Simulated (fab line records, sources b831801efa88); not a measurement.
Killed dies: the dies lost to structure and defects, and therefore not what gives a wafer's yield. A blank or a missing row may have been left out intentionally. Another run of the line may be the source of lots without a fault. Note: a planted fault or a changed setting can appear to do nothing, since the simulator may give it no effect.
Chamber matching	flow sfq line	SFQ_TRILAYER_I7_VIA_ETCH_VIA_ETCH_190 on rie diel-02: 4 sister chambers
The step etches SiO2 in CHF3, stops on Nb, target depth 260 nm. 14 wafers are shown with their chamber, then 7 later ones without.

== EACH WAFER AND ITS CHAMBER ==
wafer	chamber	drypump motor current A (A)	oes product au (a.u.)	chamber pressure mTorr (mTorr)
L689.1	3	6.3	0.856	29.966
L689.2	1	5.0	0.850	29.967
L689.4	3	6.3	0.855	29.994
L693.1	2	6.4	0.859	29.976
L693.3	0	6.1	0.855	29.985
L693.6	1	5.0	0.852	30.016
L705.2	2	6.3	0.862	30.039
L705.5	0	6.1	0.856	30.008
L705.6	1	5.0	0.846	30.020
L706.1	0	6.1	0.851	30.025
L706.4	3	6.3	0.857	30.023
L706.5	1	5.0	0.851	30.022
L707.2	0	6.1	0.854	30.033
L707.4	3	6.3	0.857	29.974

SIGNATURES (means of the wafers above)
reading	chamber 0	chamber 1	chamber 2	chamber 3	scatter within a chamber
drypump motor current A	6.100	5.000	6.350	6.300	0.0224
oes product au	0.85400	0.84975	0.86050	0.85625	0.00205
chamber pressure mTorr	30.01275	30.00625	30.00750	29.98925	0.0271
Rule: a wafer lies at a distance from a chamber equal to the root of the sum of squares, over the readings, of (its reading less the chamber's mean, divided by the reading's scatter). The wafer belongs to the nearest chamber; if the next one is less than 2 further off, it can't be placed. The scatter is the square root of a quotient: the sum, over the shown wafers, of each reading's squared deviation from its chamber's mean, divided by wafers minus chambers.

== WAFERS WITHOUT THEIR CHAMBER ==
wafer	drypump motor current A (A)	oes product au (a.u.)	chamber pressure mTorr (mTorr)
L707.6	6.3	0.855	30.036
L708.1	6.3	0.860	30.011
L708.5	5.0	0.850	30.002
L708.6	6.1	0.849	29.990
L709.1	5.0	0.846	29.962
L709.5	6.3	0.847	30.011
L709.6	6.0	0.854	30.017

== WHICH CHAMBER EACH WENT THROUGH ==
wafer	from the rows above	in truth
L707.6	can't be placed: 3 or 2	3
L708.1	can't be placed: 3 or 2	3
L708.5	1	1
L708.6	0	0
L709.1	1	1
L709.5	3	3
L709.6	0	0
Correctly placed: 5 of 7. From these rows, 2 cannot be placed; in 2 the true chamber is one of the candidates. Wrongly placed: 0.
